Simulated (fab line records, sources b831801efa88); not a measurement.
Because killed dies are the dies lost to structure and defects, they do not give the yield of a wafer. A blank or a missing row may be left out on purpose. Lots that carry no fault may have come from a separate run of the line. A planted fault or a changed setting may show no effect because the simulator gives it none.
A lot that was struck, set against a sound lot || flow sky130 || 16 steps out of a route of 708
Sound: the wafers L325.2, L325.5, L325.6. The struck wafers were L317.3, L317.5, L317.6. The cause is named last.
Per side, at each step with rows, come the tool, then ch with its chambers, and then its first start. Under that, the readings that differ: sound wafers || struck wafers || difference of the means || sigmas: that difference in standard deviations of wafers without a fault.
alike: readings whose means differ by less than 2 such deviations, and words and numbers that are the same on both sides. not compared: withheld readings, readings that some wafer has no value for, bounds like >300 that may hide the same value, and numbers for which the record gives no deviation and whose values overlap.
Wherever a step has rows on one side only, a row that says differs or no value, or a row with sigmas, the two part there. When numbers do not overlap yet have no deviation, they are printed without sigmas and do not part them. Lack of a reading on every wafer of one side parts them only where that side has two or more wafers.

first, 3 steps without rows for these wafers: SKY_SONOS_TUNNEL_EXPOSE_04 (exposes mask TUNM, target cd 410 nm); SKY_SONOS_TUNNEL_PEB_05; SKY_SONOS_TUNNEL_DEVELOP_06 (develop time 60 s).
SKY_SONOS_TUNNEL_CD_MEAS_07: target cd 410 nm.
  sound: cd_sem-01 at day 15 08:49; struck: cd_sem-01 at day 12 12:43
  alike: cd_nm
SKY_SONOS_TUNNEL_OVL_MEAS_08:
  sound: overlay-01 at day 15 08:56; struck: overlay-02 at day 12 12:48
  alike: SONOS_TUNNEL_OVL
then, 3 steps without rows for these wafers: SKY_SONOS_TUNNEL_IMPLANT_09; SKY_SONOS_TUNNEL_WET_ETCH_10 (etches SiO2 in dHF, target depth 14 nm, time 280 s); SKY_SONOS_TUNNEL_STRIP_11 (strips in SPM, time 600 s).
SKY_SONOS_TUNNEL_TW_MEAS_12:
  sound: film_metro-04 at day 15 09:23; struck: film_metro-04 at day 12 13:16
  alike: SONOS_TUNNEL_TW
then, 2 steps without rows for these wafers: SKY_SONOS_TUNNEL_CLEAN_13 (cleans in dHF, time 20 s); SKY_SONOS_ONO_OXIDATION_00 (stabilise 600 s, purge 300 s, target thk 2.6 nm).
SKY_SONOS_ONO_THK_MEAS_01:
  sound: film_metro-04 at day 15 15:23; struck: film_metro-02 at day 12 14:46
{"reading": "SONOS_ONO_OXIDATION_THK (nm)", "sound": "2.62 2.68 2.69", "struck": "2.51 2.52 2.49", "difference": -0.16, "sigmas": -3}
SKY_SONOS_ONO_CVD_02: deposits Si3N4 from DCS/NH3, target thk 10.5 nm, time 180 s.
  sound on lpcvd-02 ch 0, day 15 15:26; struck on lpcvd-02 ch 1, day 12 15:38
{"reading": "spike_tc_bottom_C (C)", "sound": "784.4 782.8 785.7", "struck": "811.2 812.0 810.0", "difference": "+26.8", "sigmas": "+17"}
{"reading": "spike_tc_centre_C (C)", "sound": "768.5 769.9 768.5", "struck": "792.5 796.5 793.2", "difference": "+25.1", "sigmas": "+23"}
{"reading": "spike_tc_lower_C (C)", "sound": "771.2 770.7 770.4", "struck": "795.9 796.6 796.4", "difference": "+25.5", "sigmas": "+23"}
{"reading": "spike_tc_top_C (C)", "sound": "781.8 781.9 780.1", "struck": "808.8 810.4 809.0", "difference": "+28.1", "sigmas": "+13"}
{"reading": "spike_tc_upper_C (C)", "sound": "769.6 770.9 768.4", "struck": "797.1 797.5 797.6", "difference": "+27.8", "sigmas": "+21"}
{"reading": "susceptor_temp_C (C)", "sound": "769.9 770.2 769.5", "struck": "795.2 794.7 795.1", "difference": "+25.1", "sigmas": "+72"}
{"reading": "model.Si3N4_of_SONOS_ONO_CVD_02.thk_nm (nm)", "sound": "10.57 10.53 10.51", "struck": "17 16.93 16.99", "difference": "+6", "sigmas": ""}
SKY_SONOS_ONO_THK_MEAS_03:
  sound: film_metro-04 at day 15 16:29; struck: film_metro-04 at day 12 16:42
{"reading": "SONOS_ONO_CVD_02_THK (nm)", "sound": "10.55 10.54 10.50", "struck": "17.00 16.91 17.00", "difference": "+6.44", "sigmas": "+54"}
then, 1 step without rows for these wafers: SKY_SONOS_ONO_CVD_04 (deposits SiO2 from SiH4/N2O, target thk 5.7199 nm).
-- the record jumps here: 35 days lie between the struck wafers' starts before and after (it left off in module SONOS_ONO and takes up again in module PAD_OPEN, whose first step shown is number 708 of the route) --
SKY_PAD_OPEN_PROBE_99:
  sound: prober-02 at day 48 16:38; struck: prober-02 at day 47 07:10
  alike: killed_at_M0_to_M3, killed_at_M4_up, killed_at_contacts, killed_at_front_end, killed_at_other, killed_dies, killed_open, killed_short

WHERE THEY PART
Earliest at SKY_SONOS_ONO_THK_MEAS_01; latest, in this record, at SKY_SONOS_ONO_THK_MEAS_03. Later steps at which nothing parts them and some readings are alike: SKY_PAD_OPEN_PROBE_99.

WHY: whatever the simulator had introduced
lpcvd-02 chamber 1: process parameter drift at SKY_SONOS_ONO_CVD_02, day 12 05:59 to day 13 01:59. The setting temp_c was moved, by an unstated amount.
